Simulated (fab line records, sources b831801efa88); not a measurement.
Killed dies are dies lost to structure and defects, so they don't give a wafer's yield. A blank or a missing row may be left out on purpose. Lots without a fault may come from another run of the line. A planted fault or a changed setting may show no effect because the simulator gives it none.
Chamber matching | flow sky130 | SKY_VIA1_CMP_24 on cmp-02: 4 sister chambers
The step polishes, stops on SiO2, t overpolish 15 s, target thk 0 nm. 16 wafers are shown with their chamber, then 8 later ones without.

WAFERS WITH THEIR CHAMBER
wafer  | chamber | motor_current_A (A) | time_to_endpoint_s (s) | overpolish_run_s (s)
L077.1 | 1       | 12.6                | 65.0                   | 14.998
L077.3 | 2       | 10.0                | 62.2                   | 14.990
L077.4 | 0       | 12.1                | 63.5                   | 14.990
L078.3 | 0       | 10.8                | 60.0                   | 15.007
L078.5 | 0       | 11.5                | 62.3                   | 15.002
L078.6 | 1       | 12.2                | 62.0                   | 15.015
L079.1 | 2       | 10.2                | 62.5                   | 15.002
L079.3 | 1       | 12.2                | 62.5                   | 14.991
L079.4 | 0       | 11.5                | 64.4                   | 14.999
L080.3 | 1       | 11.9                | 65.6                   | 15.010
L080.4 | 3       | 10.9                | 63.9                   | 14.997
L080.5 | 1       | 11.9                | 66.4                   | 14.994
L082.2 | 2       | 10.6                | 62.1                   | 15.018
L082.3 | 1       | 12.1                | 64.6                   | 14.995
L082.4 | 0       | 11.5                | 62.9                   | 15.009
L084.2 | 3       | 10.7                | 63.5                   | 14.994

SIGNATURES (means of the wafers above)
reading            | chamber 0 | chamber 1 | chamber 2 | chamber 3 | scatter within a chamber
motor_current_A    | 11.480    | 12.150    | 10.267    | 10.800    | 0.34
time_to_endpoint_s | 62.620    | 64.350    | 62.267    | 63.700    | 1.48
overpolish_run_s   | 15.00140  | 15.00050  | 15.00333  | 14.99550  | 0.00955
Rule: a wafer's distance from a chamber is the root of the sum, over the readings, of the square of ((its reading less the chamber's mean) divided by the reading's scatter). The wafer belongs to the nearest chamber; if the next one is less than 2 further off, it can't be placed. The scatter: the root of (the sum of the squares of (reading less its chamber's mean) over the shown wafers, divided by (wafers less chambers)).

WAFERS WITHOUT THEIR CHAMBER
wafer  | motor_current_A (A) | time_to_endpoint_s (s) | overpolish_run_s (s)
L084.3 | 11.3                | 64.4                   | 14.991
L084.5 | 11.8                | 65.3                   | 14.997
L089.2 | 10.1                | 61.6                   | 15.017
L089.4 | 10.3                | 61.2                   | 15.001
L089.5 | 12.9                | 65.5                   | 14.995
L094.3 | 10.3                | 65.6                   | 14.969
L094.4 | 11.4                | 69.1                   | 14.985
L094.5 | 10.3                | 66.9                   | 14.995

WHICH CHAMBER EACH WENT THROUGH
wafer  | from the rows above               | in truth
L084.3 | can't be placed: 3 or 0 or 1 or 2 | 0
L084.5 | can't be placed: 1 or 0 or 3      | 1
L089.2 | can't be placed: 2 or 3           | 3
L089.4 | can't be placed: 2 or 3           | 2
L089.5 | 1                                 | 1
L094.3 | can't be placed: 3 or 2 or 0      | 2
L094.4 | can't be placed: 3 or 1 or 0 or 2 | 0
L094.5 | can't be placed: 3 or 2 or 0      | 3
Placed correctly: 1 of 8. Can't be placed from these rows: 7 (the true chamber is among the candidates in 7). Placed wrongly: 0.
